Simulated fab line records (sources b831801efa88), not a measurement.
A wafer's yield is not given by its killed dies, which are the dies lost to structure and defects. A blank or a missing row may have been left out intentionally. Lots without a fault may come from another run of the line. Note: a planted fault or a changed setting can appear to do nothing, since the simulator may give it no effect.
fab line records	flow gf180mcu
record lots=7	wafers=21	last-day=34
route steps=602 shown V4@492 MIM@503
lots that met no fault: from a run of the same line without faults
start-h: hours from the record's opening day to when the first of the lot's shown wafers began	wait-h: hours since the lot's step before	" as in the row above	L1.1+2: a row that stands for several wafers	- value missing, or start not given	* or withheld: withheld	< > ~ a bound
route shown NAME@n: names a module that has steps shown in the file, with the first one's number in the route	usual: the fault-free wafers' mean and standard deviation	same: alike in all rows	chamber/n: place in a boat	sites: each site's reading	_std_site: the values' standard deviation	_edge_site: inner sites' mean taken away from outer sites' mean	radius-mm: how far each site lies from the wafer's centre	mask NAME#n: copy n	behind: the last tool/chamber to shape the wafer	hold: why the lot was held/for how many hours/how that ended	device: whichever transistor did not switch (one of n, p or np)	end of line: tests of these same wafers at the route's end	where a step has no rows: the recipe by itself	killed: not the wafer's yield, but the dies lost to structure and defects at the first sort	map: shows each die of a wafer: x if killed, . if not, _ if none is there
set.NAME: the setting as run; set.NAME@STEP: as run at that earlier step	model.NAME: the simulator's own value behind a step, which no gauge read
lots seen at some steps along the route; tables by step, rows by wafer
services: when a tool's chamber went out of use (start-h, in hours from the record's first day, below 0 if earlier), for how many hours, and the reason
## steps
# step GF_V4_ETCH_16
# recipe chemistry=N2/H2	target-depth-a=withheld	overetch-a=withheld	time-s=withheld	target=BARC	ion-energy-ev=200	source-w=500	bias-w=100	pressure-mtorr=30	n2-flow-sccm=100	h2-flow-sccm=200
# step GF_V4_ETCH_17
# recipe chemistry=C4F8/O2/Ar	mask-material=KrF	target=SiO2	stop-on=TiN	source-w=1500	bias-w=1200	pressure-mtorr=40	c4f8-flow-sccm=withheld	O2_flow_sccm=6	Ar_flow_sccm=300	time-s=withheld	target-depth-a=6300
# usual oes-product-au=0.856/0.0042
lot.wafer	tool	chamber	start-h	wait-h	oes-product-au
L128.1	rie-diel-02	3	-	-	0.853
L128.4	"	0	"	"	0.866
L128.6	"	0	"	"	0.856
L135.1	rie-diel-02	2	-	-	0.856
L135.2	"	0	"	"	0.859
L135.6	"	1	"	"	0.857
L136.2	rie-diel-03	1	-	-	0.856
L136.4	"	1	"	"	0.857
L136.5	"	0	"	"	0.858
L137.3	rie-diel-02	1	-	-	0.853
L137.5	"	3	"	"	0.856
L137.6	"	0	"	"	0.857
L142.4	rie-diel-03	1	-	-	0.861
L142.5	"	3	"	"	0.858
L142.6	"	2	"	"	0.857
L147.1	rie-diel-01	1	-	-	0.849
L147.5	"	3	"	"	0.860
L147.6	"	2	"	"	0.851
L148.1	rie-diel-03	3	-	-	0.856
L148.3	"	2	"	"	0.851
L148.5	"	3	"	"	0.859
# step GF_V4_STRIP_18
# recipe chemistry=O2/N2	power-w=1400	pressure-mtorr=1500	platen-temp-c=250	o2-flow-sccm=3000	n2-flow-sccm=300	overash-fraction=0.5
# usual drypump-motor-current-A=5.8/0.46	heater-power-w=311/30	oes-product-au=0.593/0.0052
lot.wafer	tool	chamber	start-h	wait-h	drypump-motor-current-A	heater-power-w	oes-product-au	rf-hours-counter-h
L128.1	plasma-asher-02	0	575.81	-	6.3	290	0.594	78
L128.4	"	0	"	"	6.3	280	0.600	-
L128.6	"	1	"	"	6.3	313	0.601	-
L135.1	plasma-asher-01	1	633.65	-	5.4	283	0.589	102
L135.2	"	0	"	"	5.3	353	0.595	102
L135.6	"	0	"	"	5.3	349	0.594	-
L136.2	plasma-asher-02	0	635.54	-	6.2	277	0.598	86
L136.4	"	0	"	"	6.2	273	0.603	-
L136.5	"	1	"	"	6.3	316	0.589	-
L137.3	plasma-asher-01	0	640.78	-	5.3	352	0.598	-
L137.5	"	1	"	"	5.4	287	0.595	-
L137.6	"	0	"	"	5.3	357	0.603	-
L142.4	plasma-asher-01	1	676.75	-	5.4	281	0.596	-
L142.5	"	0	"	"	5.3	350	0.587	-
L142.6	"	1	"	"	5.4	281	0.595	-
L147.1	plasma-asher-01	0	701.66	-	5.2	359	0.596	109
L147.5	"	1	"	"	5.4	284	0.597	-
L147.6	"	0	"	"	5.2	347	0.596	-
L148.1	plasma-asher-02	1	716.31	-	6.2	308	0.585	95
L148.3	"	0	"	"	6.2	275	0.584	-
L148.5	"	1	"	"	6.3	316	0.583	-
# step GF_V4_STRIP_19
# recipe chemistry=post-etch-residue-remover	time-s=1200	temp-c=72.5
# step GF_V4_CLEAN_20
# recipe chemistry=DIW	dry=n2-spin
# step GF_V4_SPUTTER_21
# recipe material=Ti	target-thk-nm=15	chamber-pressure-pa=5	power-w=2500	substrate-temp-c=200	time-s=80.02
# usual cathode-dc-power-W=2500.0/0.46	chamber-pressure-pa=5.001/0.01	substrate-temp-c=200.03/0.17	throttle-valve-pct=30.3/0.9
lot.wafer	tool	chamber	start-h	wait-h	cathode-dc-power-W	chamber-pressure-pa	substrate-temp-c	throttle-valve-pct
L128.1	pvd-sputter-02	-	576.35	0.0	2499.5	4.990	200.11	30.5
L128.4	"	-	"	"	2500.6	4.982	199.80	29.0
L128.6	"	-	"	"	2499.6	4.998	200.15	30.5
L135.1	pvd-sputter-02	-	634.18	0.0	2500.5	4.984	199.93	30.2
L135.2	"	-	"	"	2500.2	4.987	200.20	29.2
L135.6	"	-	"	"	2500.4	4.991	199.98	30.1
L136.2	pvd-sputter-02	-	636.08	0.0	2499.2	5.013	200.19	30.1
L136.4	"	-	"	"	2500.4	5.000	200.17	32.1
L136.5	"	-	"	"	2500.0	4.995	200.48	31.8
L137.3	pvd-sputter-02	-	641.28	0.0	2499.8	5.001	199.68	30.7
L137.5	"	-	"	"	2500.5	5.005	199.92	32.1
L137.6	"	-	"	"	2500.5	5.000	200.02	29.1
L142.4	pvd-sputter-04	-	677.29	0.0	2499.4	4.990	200.15	29.8
L142.5	"	-	"	"	2500.1	5.007	200.14	30.2
L142.6	"	-	"	"	2500.6	4.994	200.03	31.1
L147.1	pvd-sputter-04	-	702.19	0.0	2500.2	4.980	200.02	30.3
L147.5	"	-	"	"	2499.6	4.991	200.15	30.8
L147.6	"	-	"	"	2500.3	5.004	199.92	30.3
L148.1	pvd-sputter-02	-	716.84	0.0	2500.1	4.995	199.94	31.8
L148.3	"	-	"	"	2499.9	4.992	200.14	28.9
L148.5	"	-	"	"	2500.0	4.994	200.15	32.2
# step GF_V4_SPUTTER_22
# recipe material=TiN	target-thk-nm=10	chamber-pressure-pa=5	power-w=4000	time-s=40
# step GF_V4_CVD_23
# recipe material=W	target-thk-nm=350	time-s=104.9	temp-c=400	pressure-torr=40
# step GF_V4_RS_MEAS_24
# recipe thk-meas-gauge=four-point-probe	reads=W_of_V4_CVD_23+TiN_of_V4_SPUTTER_22+Ti_of_V4_SPUTTER_21
# usual V4_W_RS=0.329/0.0052
lot.wafer	tool	chamber	start-h	wait-h	V4_W_RS[ohm/sq]
L128.1	film-metro-03	-	576.57	0.1	0.335
L128.4	"	-	"	"	0.334
L128.6	"	-	"	"	0.331
L135.1	film-metro-03	-	634.39	0.1	0.338
L135.2	"	-	"	"	0.330
L135.6	"	-	"	"	0.333
L136.2	film-metro-04	-	636.31	0.1	0.334
L136.4	"	-	"	"	0.339
L136.5	"	-	"	"	0.333
L137.3	film-metro-04	-	641.53	0.1	0.324
L137.5	"	-	"	"	0.327
L137.6	"	-	"	"	0.326
L142.4	film-metro-03	-	677.56	0.1	0.331
L142.5	"	-	"	"	0.334
L142.6	"	-	"	"	0.332
L147.1	film-metro-03	-	702.41	0.1	0.325
L147.5	"	-	"	"	0.325
L147.6	"	-	"	"	0.325
L148.1	film-metro-01	-	717.06	0.1	0.331
L148.3	"	-	"	"	0.333
L148.5	"	-	"	"	0.328
# step GF_V4_THK_MEAS_25
# recipe thk-meas-gauge=xrf	reads=W_of_V4_CVD_23
# usual V4_W_THK=358/7.5
lot.wafer	tool	chamber	start-h	wait-h	V4_W_THK[nm]
L128.1	film-metro-03	-	576.69	0.1	355
L128.4	"	-	"	"	356
L128.6	"	-	"	"	361
L135.1	film-metro-03	-	634.51	0.1	353
L135.2	"	-	"	"	362
L135.6	"	-	"	"	359
L136.2	film-metro-04	-	636.42	0.1	355
L136.4	"	-	"	"	351
L136.5	"	-	"	"	357
L137.3	film-metro-04	-	641.63	0.1	365
L137.5	"	-	"	"	362
L137.6	"	-	"	"	363
L142.4	film-metro-03	-	677.65	0.1	362
L142.5	"	-	"	"	358
L142.6	"	-	"	"	361
L147.1	film-metro-03	-	702.53	0.1	370
L147.5	"	-	"	"	369
L147.6	"	-	"	"	369
L148.1	film-metro-01	-	717.18	0.1	357
L148.3	"	-	"	"	353
L148.5	"	-	"	"	359
# step GF_V4_CMP_26
# recipe stop-on=SiO2	down-force-psi=3.5	platen-rpm=60	t-overpolish-s=15	target-thk-nm=0	pad-velocity-m-s=0.94248
# usual motor-current-A=11.4/0.81	overpolish-run-s=15.000/0.0091	time-to-endpoint-s=85/3.2
lot.wafer	tool	chamber	start-h	wait-h	motor-current-A	overpolish-run-s	time-to-endpoint-s
L128.1	cmp-01	0	577.11	0.4	11.2	14.999	91
L128.4	"	1	"	"	11.3	14.986	88
L128.6	"	2	"	"	10.5	15.006	85
L135.2	cmp-02	0	634.57	0.0	11.2	15.001	84
L135.1	"	2	"	"	13.0	14.989	81
L135.6	"	0	"	"	11.1	14.993	81
L136.2	cmp-01	3	636.57	0.1	10.4	14.996	81
L136.4	"	0	"	"	11.6	14.994	83
L136.5	"	1	"	"	10.7	15.001	87
L137.3	cmp-01	1	641.72	0.1	12.4	14.994	91
L137.5	"	0	"	"	11.1	15.001	88
L137.6	"	1	"	"	11.5	14.996	93
L142.4	cmp-02	1	677.89	0.2	11.3	14.995	81
L142.5	"	2	"	"	11.9	15.007	81
L142.6	"	3	"	"	12.1	14.999	82
L147.1	cmp-02	2	702.59	0.1	12.7	15.008	85
L147.5	"	2	"	"	13.2	14.993	87
L147.6	"	3	"	"	11.9	14.999	86
L148.1	cmp-01	0	717.29	0.1	11.3	15.008	87
L148.3	"	1	"	"	11.5	14.996	89
L148.5	"	3	"	"	11.5	14.999	83
# step GF_MIM_SPUTTER_00
# recipe material=Ti	target-thk-nm=37.5	arriving-ion-energy-ev=80	substrate-temp-c=200	chamber-pressure-pa=2	power-w=4000	time-s=150
# usual cathode-dc-power-W=4000.0/0.74	chamber-pressure-pa=2.000/0.004	substrate-temp-c=200.02/0.17	throttle-valve-pct=30.1/1
lot.wafer	tool	chamber	start-h	wait-h	cathode-dc-power-W	chamber-pressure-pa	substrate-temp-c	throttle-valve-pct
L128.1	pvd-sputter-04	-	577.31	0.1	3999.8	1.997	200.18	30.9
L128.4	"	-	"	"	4001.2	2.002	200.18	30.7
L128.6	"	-	"	"	3999.0	1.999	199.92	30.3
L135.1	pvd-sputter-04	-	634.87	0.1	3999.9	1.999	200.12	30.8
L135.2	"	-	"	"	3999.4	2.002	199.87	31.2
L135.6	"	-	"	"	3999.6	1.997	200.28	30.7
L136.2	pvd-sputter-04	-	636.77	0.1	3999.9	2.000	200.11	31.2
L136.4	"	-	"	"	4000.3	1.999	200.10	30.7
L136.5	"	-	"	"	4000.2	2.005	199.90	29.8
L137.3	pvd-sputter-03	-	641.97	0.2	3998.9	1.997	200.12	29.4
L137.5	"	-	"	"	4000.2	1.992	199.83	30.1
L137.6	"	-	"	"	3999.1	1.999	200.25	29.4
L142.4	pvd-sputter-04	-	678.04	0.1	4000.0	1.997	199.95	31.0
L142.5	"	-	"	"	3999.0	1.998	199.80	29.3
L142.6	"	-	"	"	3999.5	2.002	199.95	30.5
L147.1	pvd-sputter-04	-	702.89	0.2	3999.9	2.002	200.43	30.9
L147.5	"	-	"	"	3999.6	2.002	200.15	30.7
L147.6	"	-	"	"	3999.4	2.005	200.24	30.0
L148.1	pvd-sputter-01	-	717.54	0.2	3999.7	2.008	199.91	29.2
L148.3	"	-	"	"	3998.9	2.002	199.96	30.6
L148.5	"	-	"	"	4000.9	2.002	200.18	29.8
# step GF_MIM_SPUTTER_01
# recipe material=TiN	target-thk-nm=30	power-w=6500	time-s=25	chamber-pressure-pa=0.4
# usual cathode-dc-power-W=6500.0/1.2	chamber-pressure-pa=0.3998/0.00089	throttle-valve-pct=30.1/1
lot.wafer	tool	chamber	start-h	wait-h	cathode-dc-power-W	chamber-pressure-pa	throttle-valve-pct
L128.1	pvd-sputter-04	-	577.41	0.1	6501.5	0.3989	31.1
L128.4	"	-	"	"	6500.6	0.3995	30.5
L128.6	"	-	"	"	6500.9	0.3987	30.4
L135.1	pvd-sputter-04	-	634.97	0.1	-	-	-
L135.2	"	-	"	"	-	-	-
L135.6	"	-	"	"	-	-	-
L136.2	pvd-sputter-04	-	636.87	0.1	-	-	-
L136.4	"	-	"	"	-	-	-
L136.5	"	-	"	"	-	-	-
L137.3	pvd-sputter-03	-	642.07	0.1	-	-	-
L137.5	"	-	"	"	-	-	-
L137.6	"	-	"	"	-	-	-
L142.4	pvd-sputter-04	-	678.14	0.1	6500.9	0.3994	31.1
L142.5	"	-	"	"	6498.7	0.4004	29.5
L142.6	"	-	"	"	6500.0	0.3989	30.8
L147.1	pvd-sputter-04	-	702.99	0.1	6501.4	0.4009	31.1
L147.5	"	-	"	"	6500.4	0.3987	31.0
L147.6	"	-	"	"	6499.3	0.3990	30.0
L148.1	pvd-sputter-01	-	717.64	0.1	6498.8	0.3991	28.8
L148.3	"	-	"	"	6501.0	0.4007	30.4
L148.5	"	-	"	"	6502.2	0.3990	29.5
# step GF_MIM_SPUTTER_02
# recipe material=AlCu	target-thk-nm=450	power-w=10600	time-s=23.9	chamber-pressure-pa=0.4
## services
tool	chamber	start-h	hours	kind
pvd-sputter-03	-	571.32	8.4	repair
cmp-02	-	575.96	4.0	pm
cmp-02	-	579.96	-	consumable-replace:conditioner
cmp-02	-	579.96	-	consumable-replace:pad
cmp-02	-	591.54	3.5	pm
rie-diel-03	2	613.94	-	clean
rie-diel-03	2	613.94	29.2	scheduled-down
rie-diel-03	2	613.94	29.2	vent-cycle
pvd-sputter-03	-	620.23	1.0	repair
rie-diel-03	-	626.37	1.4	repair
cmp-02	-	634.11	0.3	repair
plasma-asher-01	-	637.91	2.8	pm
pvd-sputter-01	-	651.30	9.6	repair
rie-diel-03	0	654.45	-	clean
rie-diel-03	0	654.45	15.9	scheduled-down
rie-diel-03	0	654.45	15.9	vent-cycle
rie-diel-03	3	661.04	4.8	repair
cmp-01	-	668.69	0.5	repair
pvd-sputter-03	-	678.42	2.7	repair
cmp-01	-	684.07	1.4	repair
cmp-02	-	713.77	0.5	repair
## key
first-sign step=GF_MIM_SPUTTER_01	reading=tool-record	direction=missing
effect none on later readings
met-at GF_MIM_SPUTTER_01
struck-wafers L135.1,L135.2,L135.6,L136.2,L136.4,L136.5,L137.3,L137.5,L137.6
later-rows-left-out L135.1,L135.2,L135.6,L136.2,L136.4,L136.5,L137.3,L137.5,L137.6
sort-left-out L135.1,L135.2,L135.6,L136.2,L136.4,L136.5,L137.3,L137.5,L137.6
onset-between 577.41 634.97
fault kind=skipped-step-whole	tool=pvd-sputter-03,pvd-sputter-04	chamber=-	onset-h=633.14	steps=GF_MIM_SPUTTER_01	scope=struck-lots-only
# sort-left-out: the simulated sort isn't trusted on such a fault, so these wafers' sort isn't shown, and their yield isn't known
# later-rows-left-out: the simulator's readings of these wafers behind a module that went badly wrong aren't trusted and aren't shown, but for the sort
